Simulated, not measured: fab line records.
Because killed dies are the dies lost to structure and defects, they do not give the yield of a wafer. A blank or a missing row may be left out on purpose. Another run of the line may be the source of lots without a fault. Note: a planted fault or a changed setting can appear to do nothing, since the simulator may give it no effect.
Chamber matching | flow sky130 | pecvd-03 running SKY_PASSIVATION_CVD_02: 3 sister chambers
The step deposits Si3N4, target thk 540 nm. 14 wafers are shown with their chamber, then 7 later ones without.

WAFERS PAIRED WITH THEIR CHAMBERS
wafer  | chamber | heater power w (W) | susceptor temp C (C)
L550.2 | 1       | 797                | 400.27
L550.3 | 2       | 814                | 400.30
L550.6 | 1       | 819                | 400.45
L551.1 | 0       | 601                | 400.20
L551.2 | 2       | 719                | 400.14
L551.3 | 1       | 848                | 399.91
L555.1 | 2       | 715                | 399.91
L555.2 | 1       | 840                | 399.76
L555.4 | 0       | 664                | 400.07
L557.2 | 2       | 846                | 400.00
L557.4 | 0       | 694                | 400.05
L557.6 | 1       | 689                | 400.03
L567.1 | 0       | 701                | 400.04
L567.2 | 2       | 744                | 400.07

SIGNATURES, as means of the wafers listed above
reading          | chamber 0 | chamber 1 | chamber 2 | scatter within a chamber
heater power w   | 665.00    | 798.60    | 767.60    | 57.8
susceptor temp C | 400.0900  | 400.0840  | 400.0840  | 0.193
Rule: a wafer's distance from a chamber is the root of the sum, over the readings, of the square of ((its reading less the chamber's mean) divided by the reading's scatter). The wafer belongs to the nearest chamber; if the next one is less than 2 further off, it can't be placed. How the scatter is found: for the shown wafers, subtract from each reading the mean of its chamber, square and add these, divide the total by (wafers less chambers), then take the root.

WAFERS WHOSE CHAMBER IS MISSING
wafer  | heater power w (W) | susceptor temp C (C)
L567.6 | 603                | 399.79
L569.4 | 809                | 400.37
L569.5 | 689                | 400.12
L569.6 | 852                | 399.94
L570.1 | 624                | 399.67
L570.3 | 773                | 399.64
L570.4 | 802                | 399.93

CHAMBER TAKEN BY EACH
wafer  | from the rows above          | in truth
L567.6 | can't be placed: 0 or 2 or 1 | 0
L569.4 | can't be placed: 1 or 2 or 0 | 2
L569.5 | can't be placed: 0 or 2 or 1 | 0
L569.6 | can't be placed: 1 or 2      | 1
L570.1 | can't be placed: 0 or 2 or 1 | 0
L570.3 | can't be placed: 2 or 1 or 0 | 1
L570.4 | can't be placed: 1 or 2 or 0 | 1
Correctly placed: 0 of 7. From these rows, 7 cannot be placed; in 7 the true chamber is one of the candidates. Number placed wrongly: 0.
